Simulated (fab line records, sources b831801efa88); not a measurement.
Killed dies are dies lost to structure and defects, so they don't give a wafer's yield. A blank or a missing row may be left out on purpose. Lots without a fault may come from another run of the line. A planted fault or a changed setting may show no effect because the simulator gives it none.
Which tool did it? | flow gf180mcu | 12 lots, 36 wafers sampled, at 4 steps of a route of 602

WHAT THE GAUGES READ, wafer by wafer
GF_M2_CD_MEAS_14: target cd 280 nm. Usual: cd_nm 280.1 nm, standard deviation 1.2.
lot  | measured     | on        | cd_nm (nm)        | flag
L445 | day 18 21:58 | cd_sem-02 | 279.0 279.3 278.2 |
L446 | day 19 04:11 | cd_sem-02 | 283.2 282.7 283.6 |
L447 | day 19 17:37 | cd_sem-01 | 281.0 280.6 280.0 |
L448 | day 19 23:45 | cd_sem-02 | 281.1 281.3 281.5 |
L449 | day 20 21:01 | cd_sem-01 | 278.5 279.7 279.3 |
L450 | day 20 21:44 | cd_sem-02 | 278.5 278.3 277.8 |
L452 | day 21 21:31 | cd_sem-01 | 280.2 279.6 278.8 |
L454 | day 23 04:31 | cd_sem-01 | 277.8 278.3 278.7 |
L458 | day 24 08:37 | cd_sem-02 | 286.4 286.0 286.5 | OFF
L459 | day 24 20:43 | cd_sem-01 | 284.2 285.3 285.5 | OFF
L463 | day 25 13:22 | cd_sem-02 | 280.1 280.2 281.4 |
L468 | day 27 02:32 | cd_sem-02 | 281.0 280.6 280.4 |

WHICH TOOL RAN EACH LOT (tool, then ch and the chambers of the sampled wafers, then the start)
lot  | GF_SAB_CVD_00                   | GF_SAB_STRIP_13                      | GF_M2_SOFTBAKE_10
L445 | pecvd-02 ch 0,1,2, day 14 00:10 | plasma_asher-02 ch 0,1, day 14 20:55 | litho_track-03 ch 0, day 18 10:19
L446 | pecvd-01 ch 0,1, day 14 07:53   | plasma_asher-03 ch 0,1, day 15 04:29 | litho_track-02 ch 0, day 18 16:32
L447 | pecvd-01 ch 0,1,2, day 14 16:23 | plasma_asher-02 ch 0,1, day 15 14:01 | litho_track-01 ch 0, day 19 05:04
L448 | pecvd-01 ch 0,2, day 14 22:52   | plasma_asher-01 ch 0,1, day 15 20:43 | litho_track-03 ch 0, day 19 11:22
L449 | pecvd-03 ch 0,2, day 15 13:05   | plasma_asher-02 ch 0,1, day 16 15:29 | litho_track-02 ch 0, day 20 08:31
L450 | pecvd-02 ch 0,1,2, day 15 17:13 | plasma_asher-01 ch 0,1, day 16 15:41 | litho_track-03 ch 0, day 20 09:57
L452 | pecvd-03 ch 1,2, day 16 16:40   | plasma_asher-01 ch 0,1, day 17 15:30 | litho_track-02 ch 0, day 21 09:25
L454 | pecvd-01 ch 0,1,2, day 17 22:52 | plasma_asher-03 ch 0,1, day 18 23:10 | litho_track-03 ch 0, day 22 17:16
L458 | pecvd-01 ch 1,2, day 19 05:08   | plasma_asher-02 ch 0,1, day 20 04:58 | litho_track-02 ch 0, day 23 21:49
L459 | pecvd-01 ch 0,2, day 19 18:43   | plasma_asher-02 ch 0,1, day 20 18:55 | litho_track-02 ch 0, day 24 09:52
L463 | pecvd-02 ch 0,1, day 20 13:48   | plasma_asher-03 ch 0,1, day 21 13:43 | litho_track-01 ch 0, day 25 02:46
L468 | pecvd-01 ch 0,1,2, day 22 06:26 | plasma_asher-03 ch 0,1, day 23 05:43 | litho_track-03 ch 0, day 26 16:59
- GF_SAB_CVD_00: deposits SiO2 from TEOS, target thk 50 nm, time 4.9302 s.
- GF_SAB_STRIP_13: strips in O2/N2.
- GF_M2_SOFTBAKE_10: time 60 s.

WHAT THE TOOLS THEMSELVES READ (means of the sampled wafers that have a number; where no wafer has one, the mark that the record gives instead)
GF_SAB_CVD_00. Usual: heater_power_w 675 W, standard deviation 110.
lot  | tool     | heater_power_w (W) | flag
L445 | pecvd-02 | 680                |
L446 | pecvd-01 | 561                |
L447 | pecvd-01 | 678                |
L448 | pecvd-01 | 706                |
L449 | pecvd-03 | 649                |
L450 | pecvd-02 | 660                |
L452 | pecvd-03 | 788                |
L454 | pecvd-01 | 680                |
L458 | pecvd-01 | 752                |
L459 | pecvd-01 | 541                |
L463 | pecvd-02 | 616                |
L468 | pecvd-01 | 653                |

GF_SAB_STRIP_13. Usual: chamber_pressure_mTorr 1500.0 mTorr, standard deviation 1.5; drypump_motor_current_A 5.9 A, standard deviation 0.43; heater_power_w 356 W, standard deviation 20; oes_product_au 0.709 a.u., standard deviation 0.0048; strip_time_to_endpoint_s 12.60 s, standard deviation 0.033.
lot  | tool            | chamber_pressure_mTorr (mTorr) | drypump_motor_current_A (A) | heater_power_w (W) | oes_product_au (a.u.) | strip_time_to_endpoint_s (s) | flag
L445 | plasma_asher-02 | 1501.2                         | 5.5                         | 366                | 0.710                 | 12.60                        |
L446 | plasma_asher-03 | 1500.0                         | 6.2                         | 327                | 0.708                 | 12.59                        |
L447 | plasma_asher-02 | 1499.5                         | 5.8                         | 353                | 0.712                 | 12.55                        |
L448 | plasma_asher-01 | 1500.5                         | 5.9                         | 372                | 0.709                 | 12.59                        |
L449 | plasma_asher-02 | 1499.2                         | 5.7                         | 358                | 0.707                 | 12.58                        |
L450 | plasma_asher-01 | 1499.7                         | 5.9                         | 375                | 0.707                 | 12.60                        |
L452 | plasma_asher-01 | 1500.1                         | 6.2                         | 380                | 0.710                 | 12.62                        |
L454 | plasma_asher-03 | 1500.3                         | 6.2                         | 328                | 0.706                 | 12.62                        |
L458 | plasma_asher-02 | 1501.6                         | 5.8                         | 359                | 0.712                 | 12.62                        |
L459 | plasma_asher-02 | 1499.2                         | 5.8                         | 356                | 0.709                 | 12.64                        |
L463 | plasma_asher-03 | 1498.3                         | 6.2                         | 338                | 0.709                 | 12.63                        |
L468 | plasma_asher-03 | 1500.5                         | 6.2                         | 326                | 0.703                 | 12.62                        |

GF_M2_SOFTBAKE_10. Usual: heater_power_total_W 93.06 W, standard deviation 0.056; plate_temp_C 130.02 C, standard deviation 0.13.
lot  | tool           | heater_power_total_W (W) | plate_temp_C (C) | flag
L445 | litho_track-03 | 93.04                    | 130.09           |
L446 | litho_track-02 | 93.04                    | 130.05           |
L447 | litho_track-01 | 93.03                    | 129.90           |
L448 | litho_track-03 | 93.07                    | 129.85           |
L449 | litho_track-02 | 93.07                    | 129.91           |
L450 | litho_track-03 | 93.08                    | 129.91           |
L452 | litho_track-02 | 93.01                    | 130.13           |
L454 | litho_track-03 | 93.07                    | 130.21           |
L458 | litho_track-02 | 90.71                    | 127.41           | OFF
L459 | litho_track-02 | 90.60                    | 127.34           | OFF
L463 | litho_track-01 | 93.04                    | 130.07           |
L468 | litho_track-03 | 93.06                    | 129.98           |

THE ANSWER, worked out from the rows above alone
Rule: a lot is off if the mean of its wafers that have a number lies more than 3 standard deviations from the usual mean. A lot without any number at a reading at which 4 lots or more have one is off too. The other lots that the step has rows for count as sound. The gauges are gone through in route order, then the tools' own readings, and for those a lot's mean is taken as printed above. The first step at which some lot is off is used, and at that step the reading that is off furthest; a lot without a number counts as furthest.
Off: L458, L459, at GF_M2_CD_MEAS_14 (cd_nm).
A tool fits if, at a process step before that reading, it ran every lot that is off, and no sound lot after the first of them. The gauges at GF_M2_CD_MEAS_14 aren't tried: what is off there is off at GF_M2_SOFTBAKE_10 too, on other tools, and a gauge's error can't cause that. Can't be told from this: 2 tools fit, plasma_asher-02 at GF_SAB_STRIP_13, litho_track-02 at GF_M2_SOFTBAKE_10.

WHAT THE SIMULATOR HAD PUT IN
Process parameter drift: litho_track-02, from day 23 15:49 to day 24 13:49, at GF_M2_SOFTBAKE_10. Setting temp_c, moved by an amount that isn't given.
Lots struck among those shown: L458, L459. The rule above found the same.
